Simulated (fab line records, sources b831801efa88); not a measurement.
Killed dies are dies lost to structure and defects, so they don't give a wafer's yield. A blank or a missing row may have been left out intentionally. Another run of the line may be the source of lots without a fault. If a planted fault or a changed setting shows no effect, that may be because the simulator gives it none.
Check for tools in common -- flow gf180mcu -- 36 wafers sampled across 12 lots

WHY THIS WAS OPENED
At GF_VT_IMPLANT_RS_MEAS_48 the reading LVPWELL_RS is flagged on 3 of 12 lots. No-fault wafers: 1196 ohm/sq, standard deviation 3.1.
Rule: flag the lot when none of its wafers has a number, or when each of its wafers that has one lies beyond 4 standard deviations from that mean. As for the other lots, they are considered sound.

lot,measured,on,"LVPWELL_RS (ohm/sq), wafer by wafer",flag
L541,day 7 12:54,film-metro-04,1200 1200 1198,
L542,day 7 19:42,film-metro-04,1195 1193 1194,
L543,day 8 01:07,film-metro-03,1195 1192 1195,
L545,day 8 14:32,film-metro-02,1169 1168 1168,FLAGGED
L546,day 8 22:12,film-metro-02,1168 1171 1169,FLAGGED
L547,day 9 05:01,film-metro-03,1167 1166 1165,FLAGGED
L553,day 10 21:56,film-metro-04,1191 1196 1192,
L559,day 12 13:12,film-metro-04,1195 1196 1195,
L560,day 12 20:46,film-metro-04,1194 1194 1195,
L561,day 13 02:15,film-metro-03,1194 1195 1191,
L563,day 13 17:23,film-metro-04,1194 1197 1195,
L564,day 14 00:16,film-metro-03,1193 1194 1192,
Average over the flagged lots: 1168 ohm/sq; offset from the usual -28 ohm/sq, equal to -9 standard deviations.

EACH LOT AND THE TOOL IT RAN ON
The record holds 1 process step before the reading, out of a route of 602 steps. Cell contents, in order: the tool; ch with the chambers the sampled wafers went through; the start.
lot,flag,GF_LVPWELL_IMPLANT_09
L541,,"implanter-01 ch 0, day 3 20:47"
L542,,"implanter-02 ch 0, day 4 03:05"
L543,,"implanter-02 ch 0, day 4 07:30"
L545,FLAGGED,"implanter-02 ch 0, day 4 18:55"
L546,FLAGGED,"implanter-02 ch 0, day 5 00:34"
L547,FLAGGED,"implanter-02 ch 0, day 5 06:05"
L553,,"implanter-03 ch 0, day 6 16:34"
L559,,"implanter-01 ch 0, day 8 01:54"
L560,,"implanter-01 ch 0, day 8 09:08"
L561,,"implanter-03 ch 0, day 8 13:41"
L563,,"implanter-03 ch 0, day 9 02:08"
L564,,"implanter-01 ch 0, day 9 06:38"
What is done by these steps:
- GF_LVPWELL_IMPLANT_09
- GF_VT_IMPLANT_RS_MEAS_48: measures by four-point-probe.

FLAGGED AGAINST TOTAL, ONE TOOL AT A TIME (gauges that did the reading follow at the end)
step,tool,lots run,flagged,share of the flagged lots,sound lots run after its first flagged lot
GF_LVPWELL_IMPLANT_09,implanter-01,4,0,none,-
GF_LVPWELL_IMPLANT_09,implanter-02,5,3,all,0
GF_LVPWELL_IMPLANT_09,implanter-03,3,0,none,-
GF_VT_IMPLANT_RS_MEAS_48,film-metro-02,2,2,some,0
GF_VT_IMPLANT_RS_MEAS_48,film-metro-03,4,1,some,"2 (L561,L564)"
GF_VT_IMPLANT_RS_MEAS_48,film-metro-04,6,0,none,-

THE TABLE: WHAT IT ALLOWS
All flagged lots share 1 row of the table, namely implanter-02 at GF_LVPWELL_IMPLANT_09.
- implanter-02 at GF_LVPWELL_IMPLANT_09: 3 of its 5 lots flagged. Last sound lot L543 at day 4 07:30, first flagged lot L545 at day 4 18:55; a fault beginning in between fits. Its own readings lie more than 4 standard deviations out on every wafer of the flagged lots: tilt-deg.
implanter-02 at GF_LVPWELL_IMPLANT_09 is the single tool remaining.

WHAT WAS PUT IN BY THE SIMULATOR
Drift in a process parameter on implanter-02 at GF_LVPWELL_IMPLANT_09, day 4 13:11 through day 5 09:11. Setting tilt-deg shifted by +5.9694 from 0. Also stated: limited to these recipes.
Lots struck among those shown: L545, L546, L547. The rule given above showed the same thing.
